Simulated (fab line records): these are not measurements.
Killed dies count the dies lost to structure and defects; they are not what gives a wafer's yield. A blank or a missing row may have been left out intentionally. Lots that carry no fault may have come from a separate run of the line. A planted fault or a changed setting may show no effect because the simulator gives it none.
Problem report in the 8D (eight disciplines) form, filled by code + flow gf180mcu + the parts of the form that need people (team, actions taken, sign-off) are left out

1. WHAT IS WRONG
Across 6 wafers from 2 lots, DUAL_GATE_OXIDATION_00_THK at GF_DUAL_GATE_THK_MEAS_03 averages 12.49 nm, while fault-free wafers read 10.92 nm with a standard deviation of 0.24. Relative to the usual mean, that is a shift of +6.6 standard deviations.
Seen first at day 10 04:20 on film_metro-01, wafer L235.1. The record has a number at this step for 39 wafers belonging to 13 lots. By rule, "out" or "out of limits" means more than 4 standard deviations away from the usual mean. The other wafers with a number count as sound.

2. WHAT THIS IS AND IS NOT
| question                    | is                           | is not                                                                                       |
|-----------------------------|------------------------------|----------------------------------------------------------------------------------------------|
| which readings at this step | DUAL_GATE_OXIDATION_00_THK   | -                                                                                            |
| which lots                  | L235, L237                   | L226, L227, L228, L229, L231, L232, L245, L246, L247, L248, L249                             |
| which wafers of those lots  | all that have a number       | -                                                                                            |
| read on which gauges        | film_metro-01, film_metro-03 | film_metro-04                                                                                |
| when                        | from day 10 04:20            | up to then (18 sound wafers); but 15 sound wafers of L245, L246, L247, L248, L249 came after |

3. WHAT RULES OUT EACH SUSPECT
Counting: a tool at any process step up to the reading remains a suspect when it ran all the lots that are out and ran no sound lot after the first of those.
- ruled out: the gauge at GF_DUAL_GATE_THK_MEAS_03. Those wafers that are out were read across 2 gauges (film_metro-01, film_metro-03).
- furnace-02 at GF_DUAL_GATE_OXIDATION_02 (stabilise 600 s, purge 300 s, target thk 10.887 nm): ruled out as a lasting fault. Sound lots L246, L247 ran on it after its first lot that is out, L235 (day 10 02:53).
Left after counting: nothing in the record.

4. THE CAUSE (what the simulator had put in)
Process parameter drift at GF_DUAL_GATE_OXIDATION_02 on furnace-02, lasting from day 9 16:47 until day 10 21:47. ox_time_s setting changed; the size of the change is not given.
It was ruled out by counting, in error; the rule expects a fault to strike all lots run on its tool from its start on, and this fault did not.

5. THE CHAIN OF EFFECTS, in route order
Each row: a reading whose mean over the struck wafers that have a number lies more than 3 standard deviations from the usual. Scope: only readings with a usual standard deviation given in the record; hours: median across lots of the time from each lot's start at the first step in this table that gives one to its start at this step; sigmas: change in usual standard deviations.
| hours | step                     | reading                    | usual    | on struck wafers | change | sigmas |
|-------|--------------------------|----------------------------|----------|------------------|--------|--------|
| 0     | GF_DUAL_GATE_THK_MEAS_03 | DUAL_GATE_OXIDATION_00_THK | 10.92 nm | 12.49            | +1.57  | +6.6   |
Later measuring or inspecting steps at which every struck wafer that the step has a row for has a number for every such reading, and none has moved that far: GF_M3_OVL_MEAS_15, GF_V3_THK_MEAS_25.

6. HOW IT WOULD HAVE BEEN CAUGHT EARLIER
The first out-of-limits reading at a measuring or inspecting step in this record came at day 10 04:20, 12 hours after the fault's start at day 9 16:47.
Tool readings at GF_DUAL_GATE_OXIDATION_02 with a usual standard deviation given in the record: none out on any struck wafer, hence no alarm at a limit of 4 standard deviations on them.
